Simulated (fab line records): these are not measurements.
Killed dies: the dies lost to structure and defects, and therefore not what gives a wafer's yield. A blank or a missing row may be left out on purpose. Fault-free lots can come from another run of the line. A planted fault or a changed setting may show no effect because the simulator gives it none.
Chamber matching -- flow sky130 -- SKY_PASSIVATION_ETCH_11 on rie-diel-04 has 4 sister chambers
The step etches the open film in CF4/O2, stops on AlCu, target depth 725 nm, time 161.1 s. 16 wafers are shown with their chamber, then 8 later ones without.

## WAFERS PAIRED WITH THEIR CHAMBERS
wafer,chamber,drypump-motor-current-A (A),oes-product-au (a.u.),throttle-valve-pct (%)
L074.3,1,5.6,0.968,5.962
L074.5,2,6.0,0.994,5.951
L074.6,1,5.6,0.981,5.966
L082.3,1,5.6,0.979,5.974
L082.5,1,5.6,0.996,5.981
L082.6,2,6.0,0.978,5.973
L083.1,0,5.4,0.968,5.972
L083.2,2,6.0,0.979,5.970
L083.5,1,5.6,0.973,5.966
L085.1,2,6.0,0.975,5.959
L085.2,3,6.3,0.974,5.965
L085.3,0,5.5,0.969,5.965
L085.4,0,5.4,0.962,5.971
L085.5,2,6.0,0.980,5.969
L085.6,3,6.3,0.977,5.947
L089.1,0,5.4,0.960,5.953

SIGNATURES (averages over the wafers above)
reading,chamber 0,chamber 1,chamber 2,chamber 3,scatter within a chamber
drypump-motor-current-A,5.425,5.600,6.000,6.300,0.025
oes-product-au,0.96475,0.97940,0.98120,0.97550,0.00781
throttle-valve-pct,5.96525,5.96980,5.96440,5.95600,0.00894
Rule: distance of a wafer from a chamber = root of the sum over the readings of ((wafer's reading minus chamber's mean) / reading's scatter) squared. If the next closest chamber is less than 2 further off than the closest, the wafer can't be placed; otherwise it belongs to the closest. The scatter is the square root of a quotient: the sum, over the shown wafers, of each reading's squared deviation from its chamber's mean, divided by wafers minus chambers.

## WAFERS MISSING THEIR CHAMBER
wafer,drypump-motor-current-A (A),oes-product-au (a.u.),throttle-valve-pct (%)
L089.4,6.0,0.988,5.976
L089.6,6.4,0.974,5.961
L095.1,5.4,0.972,5.947
L095.2,6.0,0.973,5.957
L095.3,5.6,0.988,5.968
L095.4,6.4,0.981,5.972
L095.5,6.0,0.977,5.973
L095.6,6.3,0.983,5.964

## WHICH CHAMBER EACH ONE RAN IN
wafer,from the rows above,in truth
L089.4,2,2
L089.6,3,3
L095.1,0,0
L095.2,2,2
L095.3,1,1
L095.4,3,3
L095.5,2,2
L095.6,3,3
Correct placement for 8 of the 8. Number that these rows cannot place: 0. 0 placed wrongly.
